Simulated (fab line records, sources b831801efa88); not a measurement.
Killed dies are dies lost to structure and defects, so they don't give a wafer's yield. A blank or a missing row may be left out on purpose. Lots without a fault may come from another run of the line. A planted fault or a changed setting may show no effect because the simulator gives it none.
fab line records | flow sky130 | part 1 of 2: steps 1 to 23 of 33
record lots=5 wafers=15 last_day=50
route steps=708 shown SONOS_ONO@183 GATE_OXIDE@187 POLY_GATE@204 RES_PROTECT@206
lots that met no fault: from a run of the same line without faults
start_h: hours from the record's first day to the start of the lot's first wafer shown | wait_h: hours since the lot's step before | " the same as in the row above | L1.1+2: a row that stands for several wafers | - no value, or no start given | * or withheld: withheld | < > ~ a bound
route shown NAME@n: a module of which the file shows steps, and the number in the route of the first | usual: mean/standard deviation of fault-free wafers | same: alike in all rows | chamber/n: place in a boat | sites: the reading at each site | _std_site: their standard deviation | _edge_site: outer sites' mean less inner sites' | radius_mm: how far each site lies from the wafer's centre | mask NAME#n: copy n | behind: the tool/chamber that last shaped the wafer | hold: why the lot was held/for how many hours/how that ended | device: the transistor (n, p or np) that didn't switch | end of line: the same wafers' tests at the end of the route | a step without rows: its recipe alone | killed: dies lost to structure and defects at the first sort, not the wafer's yield | map: a wafer's dies, x killed, . not, _ none there
set.NAME: the setting as run; set.NAME@STEP: as run at that earlier step | model.NAME: the simulator's own value behind a step, which no gauge read
lots at some steps of the route; a table a step, a row a wafer
services: from which hour (start_h, from the record's first day; less than 0 if before it) a tool's chamber was out of use, for how many hours, and why
## steps
# step SKY_SONOS_ONO_ETCH_15
# recipe target_depth_nm=19.52 chemistry=CHF3/O2 source_w=600 bias_w=200 pressure_mtorr=40 chf3_flow_sccm=50 O2_flow_sccm=5 time_s=7.8
# usual bias_w=200.0/0.61 drypump_motor_current_A=5.8/0.43 oes_product_au=0.999/0.011 throttle_valve_pct=8.825/0.01
# same time_s=7.8
# columns lot.wafer tool chamber start_h wait_h bias_w drypump_motor_current_A oes_product_au rf_hours_counter_h throttle_valve_pct
L086.1 rie_diel-04 1 375.08 0.0 199.9 5.6 0.992 5 8.818
L086.4 " 2 " " 201.0 5.6 0.997 29 8.824
L086.6 " 3 " " 201.0 5.0 0.993 - 8.833
L088.2 rie_diel-01 1 398.34 0.0 200.0 6.2 0.990 95 8.825
L088.5 " 1 " " 199.9 6.2 1.008 - 8.829
L088.6 " 2 " " 201.3 6.3 0.993 - 8.822
L089.1 rie_diel-01 0 403.09 0.0 199.7 5.6 1.013 63 8.830
L089.3 " 2 " " 199.2 6.3 0.993 65 8.830
L089.6 " 0 " " 199.4 5.7 1.000 - 8.849
L094.3 rie_diel-04 2 438.87 0.0 199.1 5.6 0.994 30 8.814
L094.4 " 1 " " 199.6 5.6 0.996 6 8.829
L094.6 " 2 " " 200.2 5.6 0.994 - 8.832
L096.1 rie_diel-04 2 459.87 0.0 201.0 5.5 0.991 30 8.807
L096.2 " 1 " " 200.0 5.6 1.001 7 8.819
L096.6 " 0 " " 200.5 6.3 1.013 - 8.825
# step SKY_SONOS_ONO_WET_ETCH_16
# recipe chemistry=dHF target_depth_nm=14 dry=n2_spin target=SiO2 dilution=100:1 temp_c=25 time_s=280
# same time_s=280
# columns lot.wafer tool chamber start_h wait_h
L086.1+4+6 wet_bench-01 2 375.10 0.0
L088.2+5+6 wet_bench-02 2 398.52 0.2
L089.1+3+6 wet_bench-04 1 403.11 0.0
L094.3+4+6 wet_bench-04 3 438.89 0.0
L096.1+2+6 wet_bench-02 3 459.89 0.0
# step SKY_SONOS_ONO_STRIP_17
# recipe chemistry=O2/N2 power_w=1400 pressure_mtorr=1500 platen_temp_c=withheld o2_flow_sccm=3000 n2_flow_sccm=300 overash_fraction=0.5
# usual drypump_motor_current_A=5.84/0.17 oes_product_au=0.710/0.0049 strip_time_to_endpoint_s=14.10/0.038
# columns lot.wafer tool chamber start_h wait_h drypump_motor_current_A oes_product_au rf_hours_counter_h strip_time_to_endpoint_s
L086.1 plasma_asher-02 1 375.19 0.0 5.58 0.716 54 14.09
L086.4 " 0 " " 5.96 0.707 - 14.12
L086.6 " 0 " " 5.99 0.700 - 14.08
L088.2 plasma_asher-01 0 398.60 0.0 5.92 0.717 28 14.07
L088.5 " 0 " " 5.89 0.714 - 14.10
L088.6 " 1 " " 5.92 0.709 - 14.11
L089.1 plasma_asher-03 0 403.20 0.0 5.98 0.713 73 14.06
L089.3 " 1 " " 5.62 0.711 - 14.08
L089.6 " 0 " " 5.99 0.704 - 14.06
L094.3 plasma_asher-01 0 439.01 0.0 5.91 0.709 - 14.07
L094.4 " 1 " " 5.90 0.713 - 14.09
L094.6 " 0 " " 5.93 0.707 - 14.06
L096.1 plasma_asher-02 1 459.98 0.0 5.58 0.703 62 14.11
L096.2 " 0 " " 5.99 0.702 62 14.05
L096.6 " 0 " " 6.00 0.707 - 14.03
# step SKY_SONOS_ONO_WET_ETCH_18
# recipe chemistry=H3PO4 target_depth_nm=15 target=Si3N4 temp_c=160 time_s=172
# usual bath_guard_temp_C=160.2/0.36
# same time_s=172
# columns lot.wafer tool chamber start_h wait_h bath_guard_temp_C
L086.1 wet_bench-04 0 375.29 0.1 160.4
L086.4 " 0 " " 160.6
L086.6 " 0 " " 160.8
L088.2 wet_bench-02 3 398.70 0.1 160.3
L088.5 " 3 " " 160.1
L088.6 " 3 " " 160.0
L089.1 wet_bench-02 2 403.30 0.1 160.6
L089.3 " 2 " " 159.8
L089.6 " 2 " " 160.2
L094.3 wet_bench-02 3 439.08 0.0 160.1
L094.4 " 3 " " 160.1
L094.6 " 3 " " 160.1
L096.1 wet_bench-04 0 460.08 0.1 160.5
L096.2 " 0 " " 160.5
L096.6 " 0 " " 160.8
# step SKY_GATE_OXIDE_CLEAN_00
# recipe chemistry=SC1/SC2 mix=1:4:20 temp_c=70 time_s=150 dry=n2_spin
# usual bath_guard_temp_C=70.2/0.4
# same time_s=150
# columns lot.wafer tool chamber start_h wait_h bath_guard_temp_C
L086.1 wet_bench-02 3 375.34 0.0 70.5
L086.4 " 3 " " 70.1
L086.6 " 3 " " 69.9
L088.2 wet_bench-01 2 398.76 0.0 70.5
L088.5 " 2 " " 70.7
L088.6 " 2 " " 70.6
L089.1 wet_bench-04 2 403.35 0.0 70.0
L089.3 " 2 " " 69.9
L089.6 " 2 " " 70.0
L094.3 wet_bench-04 2 439.14 0.0 70.3
L094.4 " 2 " " 69.7
L094.6 " 2 " " 69.8
L096.1 wet_bench-01 0 460.14 0.0 70.6
L096.2 " 0 " " 70.3
L096.6 " 0 " " 70.6
# step SKY_GATE_OXIDE_OXIDATION_01
# recipe temp_c=900 ambient=O2 stabilise_s=600 purge_s=300 target_thk_a=102.68 ox_time_s=1473
# usual zone_power_centre_pct=19.78/0.27 zone_power_top_pct=31.9/0.69
# columns lot.wafer tool chamber start_h wait_h zone_power_centre_pct zone_power_top_pct
L086.1 furnace-02 0 376.63 1.2 20.04 32.5
L086.4 " 0 " " 20.12 32.3
L086.6 " 0 " " 19.79 33.2
L088.2 furnace-02 0 400.20 1.4 20.64 32.4
L088.5 " 0 " " 19.93 32.8
L088.6 " 0 " " 20.12 33.4
L089.1 furnace-01 0 406.13 2.7 19.60 31.2
L089.3 " 0 " " 19.86 31.4
L089.6 " 0 " " 19.65 31.7
L094.3 furnace-01 0 439.24 0.1 19.61 31.2
L094.4 " 0 " " 19.76 31.4
L094.6 " 0 " " 19.25 31.3
L096.1 furnace-02 0 460.72 0.5 20.15 33.0
L096.2 " 0 " " 19.97 33.0
L096.6 " 0 " " 19.67 32.8
# step SKY_GATE_OXIDE_THK_MEAS_02
# recipe reads=SiO2_of_GATE_OXIDE_OXIDATION_01
# usual GATE_OXIDE_OXIDATION_00_THK=10.29/0.16
# columns lot.wafer tool chamber start_h wait_h GATE_OXIDE_OXIDATION_00_THK[nm]
L086.1 film_metro-04 - 378.04 0.0 10.34
L086.4 " - " " 10.25
L086.6 " - " " 10.35
L088.2 film_metro-01 - 401.62 0.0 10.35
L088.5 " - " " 10.27
L088.6 " - " " 10.30
L089.1 film_metro-03 - 407.54 0.0 10.32
L089.3 " - " " 10.27
L089.6 " - " " 10.31
L094.3 film_metro-04 - 440.67 0.0 10.22
L094.4 " - " " 10.28
L094.6 " - " " 10.22
L096.1 film_metro-04 - 462.13 0.0 10.04
L096.2 " - " " 9.91
L096.6 " - " " 9.79
# step SKY_GATE_OXIDE_DEHYDRATE_03
# recipe temp_c=200 time_s=60
# usual exhaust_pa=45.1/0.73 plate_temp_C=199.98/0.15
# same time_s=60
# columns lot.wafer tool chamber start_h wait_h exhaust_pa plate_temp_C
L086.1 litho_track-03 0 392.46 14.4 45.4 199.79
L086.4 " 0 " " 46.1 200.10
L086.6 " 0 " " 45.7 200.11
L088.2 litho_track-03 0 415.69 14.1 43.9 199.77
L088.5 " 0 " " 44.8 199.84
L088.6 " 0 " " 44.9 199.79
L089.1 litho_track-03 0 422.56 15.0 44.8 199.77
L089.3 " 0 " " 44.6 199.93
L089.6 " 0 " " 45.2 199.90
L094.3 litho_track-03 0 456.36 15.7 45.1 200.05
L094.4 " 0 " " 44.4 200.19
L094.6 " 0 " " 45.1 200.08
L096.1 litho_track-03 0 476.91 14.8 45.0 200.10
L096.2 " 0 " " 44.3 200.22
L096.6 " 0 " " 45.0 200.01
# step SKY_GATE_OXIDE_HMDS_04
# recipe prime_time_s=60 prime_temp_c=120
# usual exhaust_pa=44.8/0.95
# same prime_time_s=60
# columns lot.wafer tool chamber start_h wait_h exhaust_pa
L086.1 litho_track-03 0 392.61 0.1 44.2
L086.4 " 0 " " 43.8
L086.6 " 0 " " 44.4
L088.2 litho_track-03 0 415.84 0.1 46.3
L088.5 " 0 " " 44.9
L088.6 " 0 " " 45.4
L089.1 litho_track-03 0 422.71 0.1 45.7
L089.3 " 0 " " 44.9
L089.6 " 0 " " 44.4
L094.3 litho_track-03 0 456.51 0.1 45.2
L094.4 " 0 " " 43.9
L094.6 " 0 " " 45.6
L096.1 litho_track-03 0 477.06 0.1 44.9
L096.2 " 0 " " 43.5
L096.6 " 0 " " 45.9
# step SKY_GATE_OXIDE_COAT_05
# recipe resist=NOVOLAK spin_rpm=3000 resist_thk_nm=1140
# usual exhaust_pa=44.9/0.99
# columns lot.wafer tool chamber start_h wait_h exhaust_pa
L086.1 litho_track-03 0 392.76 0.1 46.3
L086.4 " 0 " " 46.7
L086.6 " 0 " " 47.3
L088.2 litho_track-03 0 415.99 0.1 43.8
L088.5 " 0 " " 44.6
L088.6 " 0 " " 45.1
L089.1 litho_track-03 0 422.86 0.1 43.0
L089.3 " 0 " " 44.2
L089.6 " 0 " " 44.0
L094.3 litho_track-03 0 456.66 0.1 44.6
L094.4 " 0 " " 46.0
L094.6 " 0 " " 45.1
L096.1 litho_track-03 0 477.21 0.1 46.0
L096.2 " 0 " " 45.6
L096.6 " 0 " " 44.7
# step SKY_GATE_OXIDE_SOFTBAKE_06
# recipe temp_c=90 time_s=60 resist=NOVOLAK
# usual exhaust_pa=45.1/0.78 plate_temp_C=90.01/0.12
# same time_s=60
# columns lot.wafer tool chamber start_h wait_h exhaust_pa plate_temp_C
L086.1 litho_track-03 0 392.91 0.1 44.8 90.05
L086.4 " 0 " " 45.0 89.99
L086.6 " 0 " " 44.6 90.05
L088.2 litho_track-03 0 416.14 0.1 45.0 89.98
L088.5 " 0 " " 45.4 90.05
L088.6 " 0 " " 44.4 90.00
L089.1 litho_track-03 0 423.01 0.1 45.8 90.01
L089.3 " 0 " " 46.4 90.04
L089.6 " 0 " " 45.6 90.04
L094.3 litho_track-03 0 456.81 0.1 44.9 89.84
L094.4 " 0 " " 44.8 89.98
L094.6 " 0 " " 45.0 89.89
L096.1 litho_track-03 0 477.36 0.1 44.9 90.10
L096.2 " 0 " " 44.4 90.11
L096.6 " 0 " " 44.7 90.17
# step SKY_GATE_OXIDE_EXPOSE_07
# recipe mask_id=LVOM na=0.6 source_shape=conventional sigma_outer=0.6 polarization=unpolarized target_cd_nm=600 dose_mj=170
# usual exposure_dose_mJ_cm2=170.01/0.17
# columns lot.wafer tool chamber start_h wait_h mask exposure_dose_mJ_cm2
L086.1 iline_stepper-02 0 - - LVOM#0 170.11
L086.4 " 0 " " LVOM#0 170.08
L086.6 " 0 " " LVOM#0 169.93
L088.2 iline_stepper-01 0 - - LVOM#0 169.97
L088.5 " 0 " " LVOM#0 170.03
L088.6 " 0 " " LVOM#0 169.93
L089.1 iline_stepper-01 0 - - LVOM#0 170.02
L089.3 " 0 " " LVOM#0 170.11
L089.6 " 0 " " LVOM#0 170.26
L094.3 iline_stepper-01 0 - - LVOM#0 169.90
L094.4 " 0 " " LVOM#0 169.92
L094.6 " 0 " " LVOM#0 170.00
L096.1 iline_stepper-01 0 - - LVOM#0 169.97
L096.2 " 0 " " LVOM#0 169.74
L096.6 " 0 " " LVOM#0 170.15
# step SKY_GATE_OXIDE_PEB_08
# recipe temp_c=withheld time_s=* resist=NOVOLAK
# usual exhaust_pa=45.0/0.86
# same time_s=*
# columns lot.wafer tool chamber start_h wait_h exhaust_pa
L086.1 litho_track-04 0 - - 46.3
L086.4 " 0 " " 46.5
L086.6 " 0 " " 45.5
L088.2 litho_track-04 0 - - 44.7
L088.5 " 0 " " 46.2
L088.6 " 0 " " 45.2
L089.1 litho_track-03 0 - - 44.5
L089.3 " 0 " " 44.4
L089.6 " 0 " " 44.9
L094.3 litho_track-04 0 - - 45.5
L094.4 " 0 " " 44.6
L094.6 " 0 " " 47.0
L096.1 litho_track-04 0 - - 44.0
L096.2 " 0 " " 44.8
L096.6 " 0 " " 45.5
# step SKY_GATE_OXIDE_DEVELOP_09
# recipe resist=NOVOLAK developer=TMAH develop_time_s=60 dev_temp_c=23
# usual exhaust_pa=45.2/0.92
# columns lot.wafer tool chamber start_h wait_h exhaust_pa
L086.1 litho_track-04 0 406.57 0.1 45.9
L086.4 " 0 " " 45.6
L086.6 " 0 " " 45.1
L088.2 litho_track-04 0 430.55 0.1 44.5
L088.5 " 0 " " 45.9
L088.6 " 0 " " 46.0
L089.1 litho_track-03 0 437.51 0.1 45.6
L089.3 " 0 " " 45.7
L089.6 " 0 " " 44.7
L094.3 litho_track-04 0 471.02 0.1 45.4
L094.4 " 0 " " 44.9
L094.6 " 0 " " 45.5
L096.1 litho_track-04 0 493.22 0.1 46.8
L096.2 " 0 " " 46.4
L096.6 " 0 " " 45.4
# step SKY_GATE_OXIDE_OVL_MEAS_10
# usual GATE_OXIDE_OVL=-0.6/1.2
# columns lot.wafer tool chamber start_h wait_h GATE_OXIDE_OVL[nm]
L086.1 overlay-01 - 406.72 0.1 1.4
L086.4 " - " " 0.6
L086.6 " - " " 0.7
L088.2 overlay-02 - 430.68 0.1 0.9
L088.5 " - " " 0.5
L088.6 " - " " -1.3
L089.1 overlay-02 - 437.66 0.1 -0.4
L089.3 " - " " -0.3
L089.6 " - " " -0.6
L094.3 overlay-02 - 471.13 0.1 -0.4
L094.4 " - " " -0.1
L094.6 " - " " -0.4
L096.1 overlay-01 - 493.37 0.1 -0.1
L096.2 " - " " -1.4
L096.6 " - " " -2.7
# step SKY_GATE_OXIDE_IMPLANT_11
# recipe species=B energy_kev=10 dose_cm2=2.6e+12 tilt_deg=withheld
# columns lot.wafer tool chamber start_h wait_h
L086.1+4+6 implanter-02 0 406.76 0.0
L088.2+5+6 implanter-02 0 430.73 0.0
L089.1+3+6 implanter-02 0 437.70 0.0
L094.3+4+6 implanter-02 0 471.21 0.1
L096.1+2+6 implanter-02 0 493.41 0.0
# step SKY_GATE_OXIDE_WET_ETCH_12
# recipe chemistry=dHF target_depth_nm=16.8 dry=n2_spin target=SiO2 dilution=100:1 temp_c=25 time_s=336
# same time_s=336
# columns lot.wafer tool chamber start_h wait_h
L086.1+4+6 wet_bench-04 1 406.91 0.1
L088.2+5+6 wet_bench-04 2 430.86 0.1
L089.1+3+6 wet_bench-04 3 437.85 0.1
L094.3+4+6 wet_bench-04 2 471.31 0.1
L096.1+2+6 wet_bench-02 3 493.56 0.1
# step SKY_GATE_OXIDE_STRIP_13
# recipe chemistry=O2/N2 power_w=1400 pressure_mtorr=1500 platen_temp_c=withheld o2_flow_sccm=3000 n2_flow_sccm=300 overash_fraction=0.5
# usual drypump_motor_current_A=5.7/0.41 oes_product_au=0.716/0.0043 strip_time_to_endpoint_s=14.18/0.044
# columns lot.wafer tool chamber start_h wait_h drypump_motor_current_A oes_product_au rf_hours_counter_h strip_time_to_endpoint_s
L086.1 plasma_asher-01 0 407.01 0.0 5.9 0.714 29 14.22
L086.4 " 1 " " 5.9 0.718 - 14.13
L086.6 " 0 " " 5.9 0.710 - 14.19
L088.2 plasma_asher-01 1 430.97 0.0 5.9 0.721 31 14.22
L088.5 " 0 " " 5.9 0.723 - 14.17
L088.6 " 1 " " 5.9 0.717 - 14.15
L089.1 plasma_asher-01 1 437.95 0.0 5.9 0.716 32 14.11
L089.3 " 1 " " 5.9 0.711 - 14.14
L089.6 " 1 " " 5.9 0.715 - 14.12
L094.3 plasma_asher-04 1 471.44 0.0 5.9 0.719 - 14.20
L094.4 " 0 " " 4.8 0.713 - 14.21
L094.6 " 0 " " 4.8 0.713 - 14.23
L096.1 plasma_asher-01 1 493.67 0.0 5.9 0.714 37 14.19
L096.2 " 0 " " 5.9 0.715 37 14.17
L096.6 " 1 " " 5.9 0.715 - 14.18
# step SKY_GATE_OXIDE_TW_MEAS_14
# usual GATE_OXIDE_TW=224.1/1.3
# columns lot.wafer tool chamber start_h wait_h GATE_OXIDE_TW
L086.1 film_metro-01 - 407.11 0.1 227.2
L086.4 " - " " 226.3
L086.6 " - " " 225.3
L088.2 film_metro-03 - 431.08 0.1 225.8
L088.5 " - " " 225.1
L088.6 " - " " 225.7
L089.1 film_metro-04 - 438.05 0.1 223.1
L089.3 " - " " 222.3
L089.6 " - " " 223.6
L094.3 film_metro-03 - 471.53 0.1 225.2
L094.4 " - " " 226.3
L094.6 " - " " 225.1
L096.1 film_metro-04 - 493.81 0.1 222.5
L096.2 " - " " 224.2
L096.6 " - " " 222.7
# step SKY_GATE_OXIDE_CLEAN_15
# recipe chemistry=SC1/SC2 mix=1:4:20 temp_c=70 time_s=150 dry=n2_spin
# usual bath_guard_temp_C=70.0/0.39
# same time_s=150
# columns lot.wafer tool chamber start_h wait_h bath_guard_temp_C
L086.1 wet_bench-02 0 407.17 0.1 69.5
L086.4 " 0 " " 69.2
L086.6 " 0 " " 69.5
L088.2 wet_bench-01 1 431.13 0.0 70.3
L088.5 " 1 " " 70.2
L088.6 " 1 " " 69.9
L089.1 wet_bench-01 0 438.11 0.1 70.8
L089.3 " 0 " " 70.5
L089.6 " 0 " " 70.6
L094.3 wet_bench-02 0 471.57 0.0 69.8
L094.4 " 0 " " 69.7
L094.6 " 0 " " 69.7
L096.1 wet_bench-01 0 493.87 0.1 70.1
L096.2 " 0 " " 70.5
L096.6 " 0 " " 70.1
# step SKY_GATE_OXIDE_OXIDATION_16
# recipe temp_c=800 ambient=O2 idle_temp_c=700 ramp_up_c_per_min=10 ramp_down_c_per_min=3 stabilise_s=600 purge_s=300 target_thk_a=35.7 ox_time_s=1915
# usual ramp_up_c_per_min=10.000/0.0018 zone_power_centre_pct=15.56/0.21 zone_power_top_pct=26.7/0.63
# columns lot.wafer tool chamber start_h wait_h ramp_up_c_per_min zone_power_centre_pct zone_power_top_pct
L086.1 furnace-02 0 412.93 5.7 10.000 15.27 27.1
L086.4 " 0 " " 10.002 15.69 27.4
L086.6 " 0 " " 10.001 15.53 27.2
L088.2 furnace-01 0 432.36 1.2 10.001 15.52 25.9
L088.5 " 0 " " 9.9997 15.15 26.4
L088.6 " 0 " " 9.9969 15.17 26.1
L089.1 furnace-02 0 438.29 0.1 9.9981 15.57 27.4
L089.3 " 0 " " 10.001 15.93 27.6
L089.6 " 0 " " 10.0000 15.53 27.3
L094.3 furnace-02 0 471.75 0.1 10.002 15.39 27.2
L094.4 " 0 " " 9.9985 15.40 27.4
L094.6 " 0 " " 10.002 15.74 26.7
L096.1 furnace-01 0 494.25 0.3 10.000 15.52 26.1
L096.2 " 0 " " 9.9991 15.41 26.3
L096.6 " 0 " " 10.000 15.38 26.1
# step SKY_POLY_GATE_CVD_00
# recipe material=poly-Si target_thk_nm=180 temp_c=620 time_s=720 pressure_mtorr=200
# usual pressure_mtorr=199.9/0.4 zone_power_centre_pct=9.7/0.31 zone_power_top_pct=19.1/1.6
# same time_s=720
# columns lot.wafer tool chamber start_h wait_h pressure_mtorr zone_power_centre_pct zone_power_top_pct
L086.1 lpcvd-01 0 414.46 0.0 199.4 9.6 20.9
L086.4 " 0 " " 199.9 9.5 20.4
L086.6 " 0 " " 199.4 9.4 20.5
L088.2 lpcvd-01 1 433.90 0.0 200.0 10.1 17.6
L088.5 " 1 " " 200.6 10.1 17.9
L088.6 " 1 " " 200.3 10.0 17.2
L089.1 lpcvd-01 0 439.82 0.0 200.2 9.4 20.7
L089.3 " 0 " " 200.4 9.4 21.0
L089.6 " 0 " " 200.3 9.4 21.1
L094.3 lpcvd-01 1 473.28 0.0 200.1 10.1 17.5
L094.4 " 1 " " 200.3 10.0 17.3
L094.6 " 1 " " 200.8 10.0 17.3
L096.1 lpcvd-01 0 495.79 0.0 200.0 9.4 21.0
L096.2 " 0 " " 200.1 9.4 20.9
L096.6 " 0 " " 200.0 9.3 20.6
# step SKY_POLY_GATE_THK_MEAS_01
# recipe reads=poly-Si_of_POLY_GATE_CVD_00
# usual POLY_GATE_CVD_00_THK=180.1/1.9
# columns lot.wafer tool chamber start_h wait_h POLY_GATE_CVD_00_THK[nm]
L086.1 film_metro-03 - 415.66 0.0 180.4
L086.4 " - " " 178.3
L086.6 " - " " 179.3
L088.2 film_metro-02 - 435.11 0.0 176.5
L088.5 " - " " 178.3
L088.6 " - " " 178.4
L089.1 film_metro-02 - 441.02 0.0 178.1
L089.3 " - " " 178.6
L089.6 " - " " 180.2
L094.3 film_metro-03 - 475.10 0.0 177.8
L094.4 " - " " 177.3
L094.6 " - " " 178.6
L096.1 film_metro-02 - 496.99 0.0 182.3
L096.2 " - " " 181.9
L096.6 " - " " 180.6
